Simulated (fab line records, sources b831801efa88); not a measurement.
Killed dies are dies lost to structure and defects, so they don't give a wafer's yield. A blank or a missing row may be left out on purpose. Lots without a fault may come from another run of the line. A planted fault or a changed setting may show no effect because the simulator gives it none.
Which tool did it? | flow gf180mcu | 14 lots, 42 wafers sampled, at 4 steps of a route of 602

WHAT THE GAUGES READ, wafer by wafer
GF_M2_THK_MEAS_06: measures by xrf. Usual: M2_ALCU_THK 454 nm, standard deviation 7.4.
lot  | measured     | on            | M2_ALCU_THK (nm) | flag
L797 | day 18 04:37 | film_metro-02 | 459 451 449      |
L798 | day 19 07:32 | film_metro-03 | 445 448 446      |
L800 | day 19 17:02 | film_metro-03 | 460 460 448      |
L803 | day 20 07:17 | film_metro-01 | 448 454 456      |
L802 | day 20 07:44 | film_metro-03 | 462 450 461      |
L808 | day 21 23:44 | film_metro-01 | 442 448 453      |
L809 | day 22 11:31 | film_metro-02 | 455 447 459      |
L810 | day 22 19:41 | film_metro-02 | 464 468 465      |
L815 | day 24 17:10 | film_metro-01 | 460 450 445      |
L816 | day 25 01:36 | film_metro-02 | 445 445 446      |
L817 | day 25 08:53 | film_metro-03 | 453 466 445      |
L818 | day 25 19:14 | film_metro-02 | 452 445 458      |
L819 | day 25 19:32 | film_metro-02 | 444 452 447      |
L820 | day 26 02:33 | film_metro-03 | 455 462 453      |

GF_V2_BOW_MEAS_05. Usual: V2_BOW 99 um, standard deviation 7.7.
lot  | measured     | on            | V2_BOW (um) | flag
L797 | day 19 05:58 | film_metro-03 | 90 105 103  |
L798 | day 20 09:34 | film_metro-01 | 109 96 95   |
L800 | day 20 18:11 | film_metro-03 | 97 96 98    |
L803 | day 21 08:12 | film_metro-04 | 101 97 95   |
L802 | day 21 09:45 | film_metro-03 | 96 100 89   |
L808 | day 22 23:25 | film_metro-03 | 110 104 104 |
L809 | day 23 11:47 | film_metro-04 | 114 106 95  |
L810 | day 23 19:24 | film_metro-01 | 92 107 95   |
L815 | day 25 16:06 | film_metro-01 | 99 89 111   |
L816 | day 26 01:14 | film_metro-01 | 100 102 105 |
L817 | day 26 07:11 | film_metro-01 | 113 101 116 |
L818 | day 26 17:34 | film_metro-03 | 99 100 97   |
L819 | day 26 17:56 | film_metro-03 | 88 98 88    |
L820 | day 27 01:09 | film_metro-03 | 99 102 99   |

GF_M3_THK_MEAS_06: measures by xrf. Usual: M3_ALCU_THK 455 nm, standard deviation 5.4.
lot  | measured     | on            | M3_ALCU_THK (nm) | flag
L797 | day 20 08:10 | film_metro-04 | 450 459 458      |
L798 | day 21 11:29 | film_metro-03 | 456 445 450      |
L800 | day 21 19:57 | film_metro-02 | 453 462 464      |
L803 | day 22 08:57 | film_metro-02 | 461 454 453      |
L802 | day 22 11:23 | film_metro-03 | 459 452 457      |
L808 | day 23 23:36 | film_metro-04 | 456 458 462      |
L809 | day 24 11:16 | film_metro-03 | 457 460 454      |
L810 | day 24 18:46 | film_metro-03 | 458 460 464      |
L815 | day 26 15:45 | film_metro-03 | 450 456 446      |
L816 | day 27 00:23 | film_metro-02 | 460 455 459      |
L817 | day 27 05:57 | film_metro-04 | 454 452 456      |
L818 | day 27 16:05 | film_metro-03 | 453 453 451      |
L819 | day 27 16:25 | film_metro-02 | 461 460 467      |
L820 | day 27 23:14 | film_metro-04 | 457 455 455      |

WHICH TOOL RAN EACH LOT (tool, then ch and the chambers of the sampled wafers, then the start)
lot  | GF_V2_CMP_26
L797 | cmp-02 ch 0,1,2, day 20 07:38
L798 | cmp-01 ch 0,1,3, day 21 11:00
L800 | cmp-01 ch 0,1, day 21 19:19
L803 | cmp-02 ch 0,2,3, day 22 08:24
L802 | cmp-02 ch 0,3, day 22 10:45
L808 | cmp-02 ch 0,1,3, day 23 23:01
L809 | cmp-02 ch 0,2,3, day 24 10:37
L810 | cmp-02 ch 0,2,3, day 24 18:08
L815 | cmp-01 ch 2,3, day 26 15:09
L816 | cmp-02 ch 0,1,2, day 26 23:47
L817 | cmp-01 ch 0,1,3, day 27 05:22
L818 | cmp-02 ch 0,2,3, day 27 15:29
L819 | cmp-01 ch 0,1,2, day 27 15:49
L820 | cmp-01 ch 0,1,2, day 27 22:38
- GF_V2_CMP_26: polishes, stops on SiO2, t overpolish 15 s, target thk 0 nm.

WHAT THE TOOLS THEMSELVES READ (means of the sampled wafers that have a number; where no wafer has one, the mark that the record gives instead)
GF_V2_CMP_26. Usual: motor_current_A 11.5 A, standard deviation 1.7; overpolish_run_s 15.000 s, standard deviation 0.0097; platen_rpm 60.00 rpm, standard deviation 0.041; time_to_endpoint_s 86 s, standard deviation 5.1.
lot  | tool   | motor_current_A (A) | overpolish_run_s (s) | platen_rpm (rpm) | time_to_endpoint_s (s) | flag
L797 | cmp-02 | 11.0                | 14.993               | 59.98            | 83                     |
L798 | cmp-01 | 13.0                | 14.997               | 60.00            | 91                     |
L800 | cmp-01 | 13.0                | 14.992               | 59.97            | 91                     |
L803 | cmp-02 | 10.0                | 15.009               | 60.02            | 86                     |
L802 | cmp-02 | 8.7                 | 14.999               | 60.01            | 82                     |
L808 | cmp-02 | 10.1                | 14.996               | 66.03            | 74                     | OFF
L809 | cmp-02 | 10.3                | 15.013               | 65.98            | 75                     | OFF
L810 | cmp-02 | 10.0                | 14.997               | 66.00            | 78                     | OFF
L815 | cmp-01 | 12.6                | 14.996               | 59.99            | 87                     |
L816 | cmp-02 | 11.4                | 15.003               | 60.00            | 83                     |
L817 | cmp-01 | 12.7                | 14.993               | 60.03            | 85                     |
L818 | cmp-02 | 9.9                 | 14.997               | 59.97            | 87                     |
L819 | cmp-01 | 12.6                | 15.006               | 60.05            | 88                     |
L820 | cmp-01 | 12.9                | 14.998               | 60.04            | 94                     |

THE ANSWER, worked out from the rows above alone
Rule: a lot is off if the mean of its wafers that have a number lies more than 3 standard deviations from the usual mean. A lot without any number at a reading at which 4 lots or more have one is off too. The other lots that the step has rows for count as sound. The gauges are gone through in route order, then the tools' own readings, and for those a lot's mean is taken as printed above. The first step at which some lot is off is used, and at that step the reading that is off furthest; a lot without a number counts as furthest.
Off: L808, L809, L810, at GF_V2_CMP_26 (platen_rpm).
A tool fits if, at that step or a process step before it, it ran every lot that is off, and no sound lot after the first of them. None of those tried fits.

WHAT THE SIMULATOR HAD PUT IN
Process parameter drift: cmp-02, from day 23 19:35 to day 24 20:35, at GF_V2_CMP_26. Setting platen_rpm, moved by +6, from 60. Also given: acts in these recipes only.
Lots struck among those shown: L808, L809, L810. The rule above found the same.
